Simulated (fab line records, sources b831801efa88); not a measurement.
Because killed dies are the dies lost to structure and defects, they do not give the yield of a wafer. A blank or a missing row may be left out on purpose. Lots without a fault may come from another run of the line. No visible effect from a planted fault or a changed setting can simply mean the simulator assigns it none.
fab line records	flow sky130
[record] lots = 5	wafers = 15	last_day = 50
route steps=708 shown VIA1@460 METAL2@483 PAD_OPEN@708
lots with no fault: from the same line, run without faults
start_h: start of the lot's first displayed wafer, in hours after the record's first day	wait_h: hours elapsed since this lot's preceding step	" repeats the value in the row above	L1.1+2: one row covering several wafers at once	- no value, or no start given	* or withheld: withheld	< > ~ a bound
route shown NAME@n: a module of which the file shows steps, and the number in the route of the first	usual: mean/standard deviation of fault-free wafers	same: alike in all rows	chamber/n: place in a boat	sites: per-site readings	_std_site: the standard deviation of these	_edge_site: mean of outer sites minus mean of inner sites	radius_mm: how far each site lies from the wafer's centre	mask NAME#n: copy n	behind: the tool/chamber that last shaped the wafer	hold: cause of the lot's hold/its duration in hours/its outcome	device: transistor that didn't switch, given as n, p or np	end of line: at the end of the route, the tests of the same wafers	for a step that has no rows: nothing shown but its recipe	killed: dies that structure and defects cost at the first sort, which is not the same as the wafer's yield	map: a wafer's dies, marking killed ones x, the rest . and places with no die _
set.NAME: the setting as run; set.NAME@STEP: as run at that earlier step	model.NAME: the simulator's own value behind a step, which no gauge read
certain route steps with their lots: each step a table, each wafer a row
services: the hour from which a tool's chamber was out of use, counted from the record's first day as start_h (under 0 if before that day), plus the number of hours and why
[[steps]]
[step SKY_VIA1_CMP_02]
[recipe] material = SiO2	down_force_psi = 4	platen_rpm = 60	pad_velocity_m_s = 0.94248
[usual] motor_current_A = 12.7/1.3	retaining_ring_pressure_frac = 1.000/0.005
lot.wafer	tool	chamber	start_h	wait_h	motor_current_A	retaining_ring_pressure_frac
L448.4	cmp-01	3	772.41	0.1	12.8	1.007
L448.1	"	1	"	"	11.8	0.998
L448.5	"	3	"	"	12.8	1.003
L454.2	cmp-02	2	812.85	0.0	12.8	0.997
L454.3	"	0	"	"	13.2	1.000
L454.1	"	1	"	"	14.9	1.007
L464.3	cmp-02	1	889.28	0.0	14.0	1.005
L464.6	"	1	"	"	14.1	0.998
L464.5	"	2	"	"	12.0	1.003
L469.1	cmp-02	1	925.14	0.1	15.2	1.004
L469.4	"	2	"	"	12.0	1.010
L469.6	"	1	"	"	14.8	1.007
L471.1	cmp-01	1	932.92	0.1	12.4	0.995
L471.5	"	1	"	"	12.5	1.006
L471.6	"	2	"	"	10.4	0.995
[step SKY_VIA1_BOW_MEAS_03]
[recipe] mode = bow
[usual] VIA1_BOW = 80/7.8
lot.wafer	tool	chamber	start_h	wait_h	VIA1_BOW[um]
L448.1	film_metro-03	-	772.66	0.1	83
L448.4	"	-	"	"	75
L448.5	"	-	"	"	85
L454.1	film_metro-01	-	813.15	0.1	78
L454.2	"	-	"	"	87
L454.3	"	-	"	"	81
L464.3	film_metro-03	-	889.62	0.3	82
L464.5	"	-	"	"	83
L464.6	"	-	"	"	80
L469.1	film_metro-01	-	925.39	0.2	87
L469.4	"	-	"	"	80
L469.6	"	-	"	"	86
L471.1	film_metro-03	-	933.22	0.2	91
L471.5	"	-	"	"	92
L471.6	"	-	"	"	69
[step SKY_VIA1_DEHYDRATE_04]
[recipe] temp_c = 200	time_s = 60
[step SKY_VIA1_HMDS_05]
[recipe] prime_time_s = 60	prime_temp_c = 120
[step SKY_VIA1_COAT_06]
[recipe] resist = BARC	temp_c = withheld	time_s = withheld	spin_rpm = 3000	resist_thk_nm = 60
[step SKY_VIA1_COAT_07]
[recipe] resist = KrF-thick	spin_rpm = 3000	resist_thk_nm = 450
[step SKY_VIA1_SOFTBAKE_08]
[recipe] temp_c = 100	time_s = 90	resist = KrF-thick
[step SKY_VIA1_EXPOSE_09]
[recipe] mask_id = VIM	na = 0.8	source_shape = annular	sigma_inner = 0.55	sigma_outer = 0.85	target_cd_nm = 150	dose_mj = 38
[step SKY_VIA1_PEB_10]
[recipe] peb_temp_c = withheld	peb_time_s = withheld	resist = KrF-thick
[step SKY_VIA1_DEVELOP_11]
[recipe] develop_time_s = 60	resist = KrF-thick	dev_temp_c = 21
[step SKY_VIA1_CD_MEAS_12]
[recipe] target_cd_nm = 150
[usual] cd_nm = 149.8/1.6
lot.wafer	tool	chamber	start_h	wait_h	cd_nm
L448.1	cd_sem-02	-	799.92	-	149.4
L448.4	"	-	"	"	148.4
L448.5	"	-	"	"	147.4
L454.1	cd_sem-02	-	840.21	-	149.4
L454.2	"	-	"	"	148.9
L454.3	"	-	"	"	150.6
L464.3	cd_sem-02	-	915.31	-	150.8
L464.5	"	-	"	"	148.3
L464.6	"	-	"	"	149.4
L469.1	cd_sem-01	-	949.57	-	151.1
L469.4	"	-	"	"	150.5
L469.6	"	-	"	"	151.8
L471.1	cd_sem-02	-	957.27	-	148.7
L471.5	"	-	"	"	149.2
L471.6	"	-	"	"	149.7
[step SKY_VIA1_OVL_MEAS_13]
[usual] VIA1_OVL = 2/5.5
lot.wafer	tool	chamber	start_h	wait_h	VIA1_OVL[nm]
L448.1	overlay-01	-	800.04	0.1	-2
L448.4	"	-	"	"	6
L448.5	"	-	"	"	0
L454.1	overlay-01	-	840.33	0.1	5
L454.2	"	-	"	"	0
L454.3	"	-	"	"	1
L464.3	overlay-01	-	915.40	0.1	7
L464.5	"	-	"	"	4
L464.6	"	-	"	"	6
L469.1	overlay-01	-	949.69	0.1	1
L469.4	"	-	"	"	7
L469.6	"	-	"	"	5
L471.1	overlay-01	-	957.39	0.1	-16
L471.5	"	-	"	"	-14
L471.6	"	-	"	"	-11
[step SKY_VIA1_ETCH_14]
[recipe] chemistry = N2/H2	target = BARC	ion_energy_ev = 200	source_w = 500	bias_w = 100	pressure_mtorr = 30	n2_flow_sccm = 100	h2_flow_sccm = 200	stop_on = SiO2	time_s = 45.9	target_depth_a = 600
[usual] drypump_motor_current_A = 5.9/0.39	oes_product_au = 0.854/0.0049	rf_fwd_power_W = 494.9/2.3	throttle_valve_pct = 13.226/0.0095
[same] time_s = 45.9
lot.wafer	tool	chamber	start_h	wait_h	drypump_motor_current_A	oes_product_au	rf_fwd_power_W	rf_hours_counter_h	throttle_valve_pct
L448.1	rie_diel-04	2	800.08	0.0	5.4	0.854	496.6	5	13.234
L448.4	"	3	"	"	6.0	0.854	495.2	-	13.229
L448.5	"	2	"	"	5.4	0.855	497.1	-	13.219
L454.1	rie_diel-04	0	840.37	0.0	6.4	0.858	493.1	13	13.239
L454.2	"	1	"	"	6.6	0.860	495.8	1	13.234
L454.3	"	3	"	"	6.0	0.855	497.8	26	13.222
L464.3	rie_diel-01	2	915.43	0.0	5.7	0.858	493.8	6	13.208
L464.5	"	1	"	"	5.8	0.853	493.6	-	13.216
L464.6	"	0	"	"	5.7	0.850	496.2	-	13.225
L469.1	rie_diel-01	1	949.73	0.0	5.8	0.853	495.5	18	13.223
L469.4	"	2	"	"	5.7	0.854	492.0	-	13.224
L469.6	"	0	"	"	5.7	0.857	495.6	-	13.237
L471.1	rie_diel-01	2	957.43	0.0	5.7	0.854	492.0	8	13.241
L471.5	"	0	"	"	5.7	0.861	496.9	-	13.228
L471.6	"	1	"	"	5.8	0.857	496.8	-	13.223
[step SKY_VIA1_ETCH_15]
[recipe] target = SiO2	chemistry = C4F8/O2/Ar	target_depth_nm = 351	stop_on = TiN	mask_material = KrF-thick	source_w = 1500	bias_w = 1200	pressure_mtorr = 40	c4f8_flow_sccm = withheld	O2_flow_sccm = 6	Ar_flow_sccm = 300	time_s = 54
[usual] oes_product_au = 0.981/0.0056	rf_fwd_power_W = 1487/6.9
[same] time_s = 54
lot.wafer	tool	chamber	start_h	wait_h	oes_product_au	rf_fwd_power_W	rf_hours_counter_h
L448.1	rie_diel-04	2	800.14	0.0	0.977	1493	5
L448.4	"	3	"	"	0.984	1490	-
L448.5	"	2	"	"	0.988	1490	-
L454.1	rie_diel-04	0	840.41	0.0	0.974	1490	13
L454.2	"	1	"	"	0.962	1493	1
L454.3	"	3	"	"	0.986	1495	26
L464.3	rie_diel-01	2	915.47	0.0	0.985	1476	6
L464.5	"	1	"	"	0.967	1483	-
L464.6	"	0	"	"	0.991	1489	-
L469.1	rie_diel-01	1	949.77	0.0	0.986	1494	18
L469.4	"	2	"	"	0.981	1477	-
L469.6	"	0	"	"	0.976	1486	-
L471.1	rie_diel-01	2	957.47	0.0	0.980	1478	8
L471.5	"	0	"	"	0.982	1488	-
L471.6	"	1	"	"	0.983	1485	-
[step SKY_VIA1_STRIP_16]
[recipe] chemistry = O2/N2	power_w = 1400	pressure_mtorr = 1500	platen_temp_c = withheld	o2_flow_sccm = 3000	n2_flow_sccm = 300	overash_fraction = 0.5
[usual] drypump_motor_current_A = 5.73/0.28	oes_product_au = 0.415/0.0045	strip_time_to_endpoint_s = 4.453/0.022
lot.wafer	tool	chamber	start_h	wait_h	drypump_motor_current_A	oes_product_au	rf_hours_counter_h	strip_time_to_endpoint_s
L448.1	plasma_asher-02	1	800.21	0.0	5.72	0.413	69	4.434
L448.4	"	0	"	"	5.56	0.411	-	4.460
L448.5	"	1	"	"	5.75	0.421	-	4.451
L454.1	plasma_asher-02	1	840.46	0.0	5.74	0.417	73	4.462
L454.2	"	0	"	"	5.54	0.412	73	4.445
L454.3	"	1	"	"	5.75	0.413	-	4.436
L464.3	plasma_asher-04	0	915.55	0.1	5.15	0.418	-	4.479
L464.5	"	1	"	"	5.27	0.415	-	4.479
L464.6	"	0	"	"	5.13	0.408	-	4.466
L469.1	plasma_asher-03	1	949.82	0.0	5.82	0.419	22	4.440
L469.4	"	1	"	"	5.82	0.428	-	4.421
L469.6	"	0	"	"	6.00	0.413	-	4.442
L471.1	plasma_asher-02	1	957.52	0.0	5.74	0.415	83	4.446
L471.5	"	0	"	"	5.57	0.416	-	4.482
L471.6	"	1	"	"	5.75	0.410	-	4.453
[step SKY_VIA1_STRIP_17]
[recipe] chemistry = post_etch_residue_remover	time_s = 1200	temp_c = 72.5
[step SKY_VIA1_CLEAN_18]
[recipe] chemistry = IPA	time_s = 180	temp_c = 25
[step SKY_VIA1_CLEAN_19]
[recipe] chemistry = O3/DIW	dry = n2_spin
[step SKY_VIA1_SPUTTER_20]
[recipe] material = TiN	target_thk_nm = 20	chamber_pressure_pa = 5	power_w = 4000	time_s = 80
[step SKY_VIA1_CVD_21]
[recipe] material = W	target_thk_nm = 270	time_s = 80.902	temp_c = 400	pressure_torr = 40
[step SKY_VIA1_RS_MEAS_22]
[recipe] thk_meas_gauge = four-point-probe	reads = W_of_VIA1_CVD_21+TiN_of_VIA1_SPUTTER_20
[usual] VIA1_W_RS = 0.429/0.0042
lot.wafer	tool	chamber	start_h	wait_h	VIA1_W_RS[ohm/sq]
L448.1	film_metro-02	-	800.95	0.1	0.433
L448.4	"	-	"	"	0.432
L448.5	"	-	"	"	0.429
L454.1	film_metro-03	-	841.20	0.1	0.431
L454.2	"	-	"	"	0.435
L454.3	"	-	"	"	0.435
L464.3	film_metro-02	-	916.31	0.1	0.428
L464.5	"	-	"	"	0.432
L464.6	"	-	"	"	0.430
L469.1	film_metro-01	-	950.59	0.1	0.424
L469.4	"	-	"	"	0.425
L469.6	"	-	"	"	0.417
L471.1	film_metro-02	-	958.30	0.1	0.432
L471.5	"	-	"	"	0.427
L471.6	"	-	"	"	0.433
[step SKY_VIA1_THK_MEAS_23]
[recipe] thk_meas_gauge = xrf	reads = W_of_VIA1_CVD_21
[usual] VIA1_W_THK = 260/4.1
lot.wafer	tool	chamber	start_h	wait_h	VIA1_W_THK[nm]
L448.1	film_metro-02	-	801.07	0.1	256
L448.4	"	-	"	"	255
L448.5	"	-	"	"	257
L454.1	film_metro-03	-	841.32	0.1	260
L454.2	"	-	"	"	255
L454.3	"	-	"	"	258
L464.3	film_metro-02	-	916.41	0.1	259
L464.5	"	-	"	"	256
L464.6	"	-	"	"	258
L469.1	film_metro-01	-	950.71	0.1	266
L469.4	"	-	"	"	266
L469.6	"	-	"	"	272
L471.1	film_metro-02	-	958.42	0.1	255
L471.5	"	-	"	"	258
L471.6	"	-	"	"	255
[step SKY_VIA1_CMP_24]
[recipe] stop_on = SiO2	t_overpolish_s = 15	down_force_psi = 3.5	platen_rpm = 60	target_thk_nm = 0	pad_velocity_m_s = 0.94248
[step SKY_METAL2_SPUTTER_00]
[recipe] material = Ti	target_thk_nm = 15	power_w = 3000	time_s = 10	chamber_pressure_pa = 0.4
[step SKY_METAL2_SPUTTER_01]
[recipe] material = TiN	target_thk_nm = 20	power_w = 6500	time_s = 16.7	chamber_pressure_pa = 0.4
[usual] throttle_valve_pct = 30.5/0.9
[same] time_s = 16.7
lot.wafer	tool	chamber	start_h	wait_h	throttle_valve_pct
L448.1	pvd_sputter-02	-	801.46	0.0	30.4
L448.4	"	-	"	"	30.9
L448.5	"	-	"	"	31.1
L454.1	pvd_sputter-03	-	841.71	0.0	32.3
L454.2	"	-	"	"	29.1
L454.3	"	-	"	"	29.9
L464.3	pvd_sputter-03	-	916.96	0.0	32.3
L464.5	"	-	"	"	28.9
L464.6	"	-	"	"	30.2
L469.1	pvd_sputter-02	-	951.09	0.0	30.3
L469.4	"	-	"	"	30.6
L469.6	"	-	"	"	30.2
L471.1	pvd_sputter-02	-	958.80	0.0	30.8
L471.5	"	-	"	"	30.3
L471.6	"	-	"	"	30.6
[step SKY_METAL2_SPUTTER_02]
[recipe] material = AlCu	target_thk_nm = 250	power_w = 10600	time_s = 13.3	chamber_pressure_pa = 0.4
[usual] throttle_valve_pct = 30.5/0.87
[same] time_s = 13.3
lot.wafer	tool	chamber	start_h	wait_h	throttle_valve_pct
L448.1	pvd_sputter-02	-	801.48	0.0	30.2
L448.4	"	-	"	"	30.7
L448.5	"	-	"	"	31.1
L454.1	pvd_sputter-03	-	841.73	0.0	32.0
L454.2	"	-	"	"	29.0
L454.3	"	-	"	"	30.1
L464.3	pvd_sputter-03	-	916.98	0.0	32.1
L464.5	"	-	"	"	29.0
L464.6	"	-	"	"	30.0
L469.1	pvd_sputter-02	-	951.12	0.0	30.4
L469.4	"	-	"	"	30.7
L469.6	"	-	"	"	30.3
L471.1	pvd_sputter-02	-	958.83	0.0	30.5
L471.5	"	-	"	"	30.6
L471.6	"	-	"	"	30.4
[step SKY_METAL2_SPUTTER_03]
[recipe] material = Ti	target_thk_nm = 5	power_w = 3000	time_s = 3.3	chamber_pressure_pa = 0.4
[step SKY_METAL2_SPUTTER_04]
[recipe] material = TiN	target_thk_nm = 70	power_w = 6500	time_s = 58.3	chamber_pressure_pa = 0.4
[step SKY_METAL2_RS_MEAS_05]
[recipe] thk_meas_gauge = four-point-probe	reads = TiN_of_METAL2_SPUTTER_04+Ti_of_METAL2_SPUTTER_03+AlCu_of_METAL2_SPUTTER_02+TiN_of_METAL2_SPUTTER_01+Ti_of_METAL2_SPUTTER_00
[usual] METAL2_ALCU_RS = 0.1271/0.0014
lot.wafer	tool	chamber	start_h	wait_h	METAL2_ALCU_RS[ohm/sq]
L448.1	film_metro-03	-	801.57	0.0	0.1262
L448.4	"	-	"	"	0.1265
L448.5	"	-	"	"	0.1264
L454.1	film_metro-04	-	841.82	0.0	0.1286
L454.2	"	-	"	"	0.1275
L454.3	"	-	"	"	0.1287
L464.3	film_metro-04	-	917.11	0.1	0.1269
L464.5	"	-	"	"	0.1266
L464.6	"	-	"	"	0.1283
L469.1	film_metro-01	-	951.21	0.0	0.1271
L469.4	"	-	"	"	0.1271
L469.6	"	-	"	"	0.1268
L471.1	film_metro-04	-	958.92	0.0	0.1290
L471.5	"	-	"	"	0.1281
L471.6	"	-	"	"	0.1290
[step SKY_METAL2_THK_MEAS_06]
[recipe] thk_meas_gauge = xrf	reads = AlCu_of_METAL2_SPUTTER_02
[usual] METAL2_ALCU_THK = 251/3
lot.wafer	tool	chamber	start_h	wait_h	METAL2_ALCU_THK[nm]
L448.1	film_metro-03	-	801.69	0.1	251
L448.4	"	-	"	"	254
L448.5	"	-	"	"	252
L454.1	film_metro-04	-	841.94	0.1	248
L454.2	"	-	"	"	250
L454.3	"	-	"	"	250
L464.3	film_metro-04	-	917.21	0.1	252
L464.5	"	-	"	"	253
L464.6	"	-	"	"	248
L469.1	film_metro-01	-	951.33	0.1	251
L469.4	"	-	"	"	252
L469.6	"	-	"	"	253
L471.1	film_metro-04	-	959.04	0.1	248
L471.5	"	-	"	"	251
L471.6	"	-	"	"	248
[step SKY_METAL2_DEHYDRATE_07]
[recipe] temp_c = 200	time_s = 60
[step SKY_METAL2_HMDS_08]
[recipe] prime_time_s = 60	prime_temp_c = 120
[step SKY_METAL2_COAT_09]
[recipe] resist = BARC	temp_c = withheld	time_s = withheld	spin_rpm = 3000	resist_thk_nm = 60
[step SKY_METAL2_COAT_10]
[recipe] resist = KrF-thick	spin_rpm = 3000	resist_thk_nm = 450
[step SKY_METAL2_SOFTBAKE_11]
[recipe] temp_c = 100	time_s = 90	resist = KrF-thick
[step SKY_METAL2_EXPOSE_12]
[recipe] mask_id = MM2	na = 0.8	source_shape = annular	sigma_inner = 0.55	sigma_outer = 0.85	target_cd_nm = 140	dose_mj = 28
[step SKY_METAL2_PEB_13]
[recipe] peb_temp_c = withheld	peb_time_s = withheld	resist = KrF-thick
[step SKY_METAL2_DEVELOP_14]
[recipe] develop_time_s = 60	resist = KrF-thick	dev_temp_c = 21
[step SKY_METAL2_CD_MEAS_15]
[recipe] target_cd_nm = 140
[usual] cd_nm = 139.8/1.7
lot.wafer	tool	chamber	start_h	wait_h	cd_nm
L448.1	cd_sem-01	-	827.90	-	142.0
L448.4	"	-	"	"	141.5
L448.5	"	-	"	"	140.6
L454.1	cd_sem-02	-	867.77	-	138.2
L454.2	"	-	"	"	137.0
L454.3	"	-	"	"	138.6
L464.3	cd_sem-01	-	941.06	-	141.5
L464.5	"	-	"	"	142.5
L464.6	"	-	"	"	140.2
L469.1	cd_sem-02	-	974.70	-	139.8
L469.4	"	-	"	"	142.3
L469.6	"	-	"	"	140.0
L471.1	cd_sem-02	-	983.37	-	143.7
L471.5	"	-	"	"	144.0
L471.6	"	-	"	"	145.1
[step SKY_METAL2_OVL_MEAS_16]
[usual] METAL2_OVL = 4/5
lot.wafer	tool	chamber	start_h	wait_h	METAL2_OVL[nm]
L448.1	overlay-01	-	828.02	0.1	-3
L448.4	"	-	"	"	0
L448.5	"	-	"	"	1
L454.1	overlay-02	-	867.89	0.1	5
L454.2	"	-	"	"	4
L454.3	"	-	"	"	3
L464.3	overlay-02	-	941.15	0.1	10
L464.5	"	-	"	"	8
L464.6	"	-	"	"	11
L469.1	overlay-02	-	974.82	0.1	2
L469.4	"	-	"	"	9
L469.6	"	-	"	"	8
L471.1	overlay-02	-	983.49	0.1	-10
L471.5	"	-	"	"	-8
L471.6	"	-	"	"	-1
[step SKY_METAL2_DESCUM_17]
[recipe] chemistry = O2	source_power_w = 150	bias_power_w = 0	pressure_mtorr = 10	temp_c = 40	time_s = 8
[step SKY_METAL2_ETCH_18]
[recipe] chemistry = N2/H2	target = BARC	ion_energy_ev = 200	bias_w = 100	pressure_mtorr = 30	n2_flow_sccm = 100	h2_flow_sccm = 200	icp_w = 500	stop_on = SiO2	time_s = 45.9	target_depth_a = 600
[step SKY_PAD_OPEN_PROBE_99]
[usual] defect_limited_yield = 82.4/2	killed_at_M0_to_M3 = 44/6.8	killed_at_M4_up = 3.4/2	killed_at_contacts = 24/5.2	killed_at_front_end = 15/5.2	killed_at_other = 0.2/0.46	killed_dies = 87/9.8	killed_open = 47/7.5	killed_short = 39/6.8	sort_bin_3_pad_short = 0.8/0.37	sort_bin_5_function = 10.5/1.5	sort_bin_6_memory = 6.3/1.2	sort_n_pass = 405/9.8	sort_yield_pct = 82.4/2
[same] gross_dies = 492	killed_at_back_side = 0	sort_bin_4_leakage[%] = 0	sort_bin_8_speed[%] = 0
lot.wafer	tool	chamber	start_h	wait_h	defect_limited_yield[%]	killed_at_M0_to_M3	killed_at_M4_up	killed_at_contacts	killed_at_front_end	killed_at_other	killed_dies	killed_open	killed_short	sort_bin_3_pad_short[%]	sort_bin_5_function[%]	sort_bin_6_memory[%]	sort_n_pass	sort_yield_pct[%]	model.etest.tester.sort_n_pass	model.etest.tester.sort_yield_pct	model.etest.tester.sort_bin_5_pct	model.etest.tester.sort_bin_3_pct
L448.1	prober-02	-	1081.30	0.1	79.7	52	4	24	20	0	100	52	48	1.2	13.2	5.9	392	79.7	392	79.67	13.21	1.22
L448.4	prober-02	-	1081.45	0.2	82.3	43	3	22	18	1	87	46	41	1.0	10.4	6.3	405	82.3	405	82.32	10.37	1.016
L448.5	prober-02	-	1081.50	0.2	84.1	40	2	24	11	1	78	42	36	1.2	10.4	4.3	414	84.1	414	84.15	10.37	1.22
L454.1	prober-02	-	1113.34	0.1	84.1	40	4	22	12	0	78	48	30	0.8	9.8	5.3	414	84.1	414	84.15	9.756	0.813
L454.2	prober-02	-	1113.39	0.1	86.2	31	8	22	7	0	68	32	36	0.8	8.3	4.7	424	86.2	424	86.18	8.333	0.813
L454.3	prober-02	-	1113.44	0.2	76.8	75	4	21	14	0	114	39	39	3.0	14.4	5.7	378	76.8	378	76.83	14.43	3.049
L464.3	prober-02	-	1165.97	0.2	86.4	41	7	12	6	1	67	32	35	0.4	9.1	4.1	425	86.4	425	86.38	9.146	0.4065
L464.5	prober-02	-	1166.07	0.2	83.5	45	2	24	10	0	81	41	40	0.8	9.3	6.3	411	83.5	411	83.54	9.35	0.813
L464.6	prober-02	-	1166.12	0.2	85.8	43	2	18	7	0	70	33	37	1.2	9.1	3.9	422	85.8	422	85.77	9.146	1.22
L469.1	prober-01	-	1191.23	0.1	82.3	50	2	18	17	0	87	36	51	0.6	12.4	4.7	405	82.3	405	82.32	12.4	0.6098
L469.4	prober-01	-	1191.38	0.2	84.3	39	7	21	10	0	77	38	39	0	10.0	5.7	415	84.3	415	84.35	9.959	0
L469.6	prober-01	-	1191.48	0.2	82.9	38	3	29	14	0	84	50	34	0.4	11.2	5.5	408	82.9	408	82.93	11.18	0.4065
L471.1	prober-01	-	1196.49	0.1	82.7	48	8	15	14	0	85	46	39	0.8	10.8	5.7	407	82.7	407	82.72	10.77	0.813
L471.5	prober-01	-	1196.69	0.2	83.3	30	8	28	16	0	82	45	37	0.4	10.0	6.3	410	83.3	410	83.33	9.959	0.4065
L471.6	prober-01	-	1196.74	0.2	81.7	52	5	22	11	0	90	49	41	1.0	10.0	7.3	402	81.7	402	81.71	9.959	1.016
// killed by level:class
L448.1 VIA2:geometric_particle:open=10 CONTACT:geometric_particle:open=9 METAL1:geometric_particle:short=8 VIA1:geometric_particle:open=8 FIELD_ISO:geometric_particle:short=5 VIA1:geometric_particle:short=5 METAL2:geometric_particle:short=5 VIA3:geometric_particle:open=5
L448.4 VIA1:geometric_particle:open=14 LOCAL_INTERCONNECT:geometric_particle:short=7 POLY_GATE:geometric_particle:short=6 LI_CONTACT:geometric_particle:open=6 VIA3:geometric_particle:open=6 CONTACT:geometric_particle:open=5 VIA2:geometric_particle:open=5 VIA3:geometric_particle:short=5
L448.5 VIA1:geometric_particle:open=11 CONTACT:geometric_particle:open=10 LOCAL_INTERCONNECT:geometric_particle:short=8 VIA2:geometric_particle:open=7 VIA3:geometric_particle:open=5 FIELD_ISO:geometric_particle:short=4 LI_CONTACT:geometric_particle:open=4 METAL1:geometric_particle:short=4
L454.1 VIA3:geometric_particle:open=11 CONTACT:geometric_particle:open=10 FIELD_ISO:geometric_particle:open=6 VIA2:geometric_particle:open=6 LI_CONTACT:geometric_particle:open=5 CONTACT:geometric_particle:short=5 VIA1:geometric_particle:open=5 VIA3:geometric_particle:short=4
L454.2 VIA2:geometric_particle:open=9 CONTACT:geometric_particle:open=8 LI_CONTACT:geometric_particle:open=6 VIA1:geometric_particle:short=6 METAL2:geometric_particle:short=5 METAL1:geometric_particle:short=4 METAL4:geometric_particle:short=4 METAL4:geometric_particle:open=4
L454.3 VIA1:unspecified=36 METAL2:geometric_particle:short=11 CONTACT:geometric_particle:open=9 VIA1:geometric_particle:open=8 FIELD_ISO:geometric_particle:short=5 VIA3:geometric_particle:open=5 FIELD_ISO:geometric_particle:open=4 LI_CONTACT:geometric_particle:open=4
L464.3 VIA1:geometric_particle:open=11 VIA1:geometric_particle:short=10 VIA3:geometric_particle:open=5 CONTACT:geometric_particle:short=4 LI_CONTACT:geometric_particle:open=4 METAL1:geometric_particle:short=4 VIA2:geometric_particle:open=4 METAL4:geometric_particle:short=4
L464.5 CONTACT:geometric_particle:open=12 VIA1:geometric_particle:short=9 VIA1:geometric_particle:open=8 METAL1:geometric_particle:short=7 METAL2:geometric_particle:short=6 VIA3:geometric_particle:open=6 FIELD_ISO:geometric_particle:short=3 LI_CONTACT:geometric_particle:open=3
L464.6 CONTACT:geometric_particle:open=9 VIA1:geometric_particle:short=8 VIA1:geometric_particle:open=8 METAL1:geometric_particle:short=7 VIA3:geometric_particle:open=5 VIA2:geometric_particle:short=4 METAL3:geometric_particle:short=4 LI_CONTACT:geometric_particle:open=3
L469.1 VIA1:geometric_particle:open=12 METAL2:geometric_particle:short=9 LOCAL_INTERCONNECT:geometric_particle:short=6 CONTACT:geometric_particle:short=6 METAL1:geometric_particle:short=6 POLY_GATE:geometric_particle:short=5 VIA1:geometric_particle:short=5 FIELD_ISO:geometric_particle:open=4
L469.4 VIA1:geometric_particle:open=11 VIA3:geometric_particle:open=7 CONTACT:geometric_particle:short=5 CONTACT:geometric_particle:open=5 VIA1:geometric_particle:short=5 METAL2:geometric_particle:short=5 METAL4:geometric_particle:short=4 POLY_GATE:geometric_particle:short=3
L469.6 VIA1:geometric_particle:open=11 VIA2:geometric_particle:open=8 VIA1:geometric_particle:short=6 LI_CONTACT:geometric_particle:open=6 CONTACT:geometric_particle:short=6 CONTACT:geometric_particle:open=6 VIA3:geometric_particle:open=6 LI_CONTACT:geometric_particle:short=5
L471.1 VIA3:geometric_particle:open=11 LI_CONTACT:geometric_particle:open=9 VIA1:geometric_particle:open=8 METAL1:geometric_particle:short=7 METAL4:geometric_particle:short=6 VIA1:geometric_particle:short=6 METAL3:geometric_particle:short=6 POLY_GATE:geometric_particle:open=4
L471.5 LI_CONTACT:geometric_particle:open=9 VIA1:geometric_particle:open=8 LOCAL_INTERCONNECT:geometric_particle:short=7 FIELD_ISO:geometric_particle:open=6 CONTACT:geometric_particle:open=6 VIA2:geometric_particle:open=5 METAL4:geometric_particle:short=5 CONTACT:geometric_particle:short=4
L471.6 VIA1:geometric_particle:open=11 CONTACT:geometric_particle:open=9 METAL2:geometric_particle:short=8 LI_CONTACT:geometric_particle:open=7 VIA3:geometric_particle:open=7 METAL1:geometric_particle:short=5 VIA2:geometric_particle:open=5 VIA1:geometric_particle:short=5
// map L454.3 (x killed, . not)
__________.........._________
________.x.x..x......._______
______............x..x.._____
_____......xx.x...x......____
____........x.........xx..___
___.x.......x.........x.x.x__
__...............x.xx..xxxxx_
_.....x.x..............xxxxxx
_x.xx.xx.x..xx........x.xxxxx
_.x....x..........x.x.xxxxxxx
_..x...x..x.........xxxxxxxxx
_x....x.x...x....x.......xxxx
_x...x..............xxx.x.xxx
_.x.........xx...x........xx.
_.....x...x......xx.....x....
__.........................._
___......x............x....__
____..x......x...x.x......___
_____...................x____
______....xx....x......._____
________.............x_______
__________x.x.x...x._________
// map L448.1 (x killed, . not)
__________x..x..x..._________
________......x......._______
______.......x..x...x..x_____
_____...........x.....x..____
____x..x.....x.x.xx...x...___
___...x.x...x......x.x.....__
__....xx.x....x.......x..x.._
_x...xx.........x.xxx..x.....
_..................x.....x...
_...........x..x...........x.
_....x........x..x....x...x..
_x.xxx.....xx..x..x........xx
_.x...........x.x...x...x....
_x...x..x..............x...x.
_..x.....x.....xxx....xx..xx.
__xx...........x..x....xx..x_
___.x..........x.x..x.x....__
____..........x.......x...___
_____...................x____
______x......x.x.......x_____
________.xxx....x....._______
__________.....x.x.._________
[[services]]
tool	chamber	start_h	hours	kind
rie_diel-01	1	773.25	8.7	repair
rie_diel-04	1	773.91	7.6	repair
rie_diel-01	1	786.84	7.9	repair
rie_diel-04	0	790.97	11.7	repair
rie_diel-01	3	793.81	3.2	repair
rie_diel-01	0	805.08	18.7	repair
rie_diel-01	3	821.12	6.5	repair
rie_diel-04	-	835.99	1.1	repair
cmp-02	-	841.29	1.9	repair
plasma_asher-02	-	845.74	2.0	repair
cmp-02	-	855.28	5.1	pm
plasma_asher-02	-	856.67	1.9	repair
plasma_asher-02	-	859.21	14.6	pm
rie_diel-01	-	869.78	0.6	repair
pvd_sputter-02	-	871.06	7.5	repair
cmp-02	-	885.91	0.3	repair
rie_diel-01	3	887.74	4.2	repair
rie_diel-04	3	904.88	4.0	repair
cmp-02	-	912.10	0.3	repair
cmp-02	-	929.83	0.4	repair
pvd_sputter-02	-	934.72	4.6	repair
rie_diel-01	3	938.13	12.2	repair
pvd_sputter-03	-	938.87	11.2	repair
rie_diel-04	0	953.94	7.1	repair
[[key]]
[first_sign] step = SKY_PAD_OPEN_PROBE_99	reading = sort_bin_3_pad_short	direction = up	sigmas = 6	usual = 0.8	struck = 3.0
[effect] step = SKY_PAD_OPEN_PROBE_99	reading = killed_at_M0_to_M3	direction = up	sigmas = 4.6	usual = 44	struck = 75
[model_effect] step = SKY_PAD_OPEN_PROBE_99	value = etest.tester.sort_n_pass	without = 410	struck = 378
met_at SKY_VIA1_ETCH_14
struck_wafers L454.3
onset_between 800.08 840.37
[fault] kind = chamber_particle_source	tool = rie_diel-04	chamber = 3	onset_h = 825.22	steps = SKY_VIA1_ETCH_14	rate_per_visit_cm2 = 1.5473	end_h = 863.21
